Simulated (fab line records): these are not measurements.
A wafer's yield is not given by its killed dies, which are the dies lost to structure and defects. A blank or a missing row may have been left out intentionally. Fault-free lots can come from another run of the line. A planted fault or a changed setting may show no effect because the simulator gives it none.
Which tool did it? | flow gf180mcu | Sampling: 13 lots, 39 wafers, 2 of 602 route steps

== WHAT EACH GAUGE READ, for each wafer ==
GF_CONTACT_BOW_MEAS_05.
lot  | measured     | on            | CONTACT_BOW (um)
L374 | day 15 04:07 | film metro-01 | 55 61 58
L375 | day 15 14:07 | film metro-04 | 67 75 65
L376 | day 15 22:04 | film metro-01 | 62 66 71
L377 | day 16 06:16 | film metro-01 | 55 62 61
L378 | day 16 16:44 | film metro-04 | 61 77 71
L389 | day 20 12:40 | film metro-02 | 50 62 53
L390 | day 20 21:20 | film metro-01 | 67 60 67
L391 | day 21 03:06 | film metro-01 | 48 67 63
L392 | day 21 14:16 | film metro-02 | 64 61 56
L393 | day 22 02:20 | film metro-01 | 73 75 72
L395 | day 22 16:16 | film metro-01 | 72 74 76
L396 | day 22 22:14 | film metro-04 | 59 74 60
L397 | day 23 06:58 | film metro-02 | 67 62 69

== EACH LOT AND THE TOOL THAT RAN IT (in order: tool; ch and the chambers of the sampled wafers; start) ==
lot  | GF_SALICIDE_RTA_06
L374 | rtp anneal-02 ch 0, day 15 03:10
L375 | rtp anneal-02 ch 0, day 15 13:07
L376 | rtp anneal-01 ch 0, day 15 21:14
L377 | rtp anneal-02 ch 0, day 16 05:26
L378 | rtp anneal-01 ch 0, day 16 15:37
L389 | rtp anneal-01 ch 0, day 20 11:50
L390 | rtp anneal-02 ch 0, day 20 20:31
L391 | rtp anneal-02 ch 0, day 21 02:16
L392 | rtp anneal-02 ch 0, day 21 13:27
L393 | rtp anneal-02 ch 0, day 22 01:31
L395 | rtp anneal-01 ch 0, day 22 15:26
L396 | rtp anneal-01 ch 0, day 22 21:23
L397 | rtp anneal-01 ch 0, day 23 06:08
- GF_SALICIDE_RTA_06: time 30 s.

== AS READ BY THE TOOLS THEMSELVES (means over the sampled wafers that have a number; for cases with no such wafer, the mark the record gives instead) ==
GF_SALICIDE_RTA_06.
lot  | tool          | lamp power pct (%) | wafer_temp_C_max
L374 | rtp anneal-02 | 5.8                | 532.0
L375 | rtp anneal-02 | 5.8                | 532.2
L376 | rtp anneal-01 | 6.9                | 532.0
L377 | rtp anneal-02 | 5.8                | 532.0
L378 | rtp anneal-01 | 6.9                | 532.0
L389 | rtp anneal-01 | 6.9                | 532.1
L390 | rtp anneal-02 | 5.8                | 531.8
L391 | rtp anneal-02 | 5.8                | 532.3
L392 | rtp anneal-02 | 5.8                | 532.2
L393 | rtp anneal-02 | 5.8                | 531.9
L395 | rtp anneal-01 | 6.9                | 531.8
L396 | rtp anneal-01 | 6.9                | 532.2
L397 | rtp anneal-01 | 6.9                | 532.6

== THE ANSWER, worked out from the rows above alone ==
Rule: the lots themselves supply what counts as usual. Put in order of their means at a reading, lots are off if they are a third of the lots or fewer, leave a main group of 4 or more, and stand apart from it by a gap of 3 or more times the standard deviation of the main group's means; of several such gaps the widest counts. A main group whose means are all the same, to the digits that the tables above print for the reading, isn't used. A lot without any number at a reading at which 4 lots or more have one is off too. The other lots that the step has rows for count as sound. First the gauges in route order, then the tools' own readings, where a lot's mean is used as printed above. At the first step where some lot is off, the reading lying furthest off is the one used; lots without a number count as furthest.
No lot is off at any reading shown: from this, nothing can be told.

== WHAT THE SIMULATOR PUT IN ==
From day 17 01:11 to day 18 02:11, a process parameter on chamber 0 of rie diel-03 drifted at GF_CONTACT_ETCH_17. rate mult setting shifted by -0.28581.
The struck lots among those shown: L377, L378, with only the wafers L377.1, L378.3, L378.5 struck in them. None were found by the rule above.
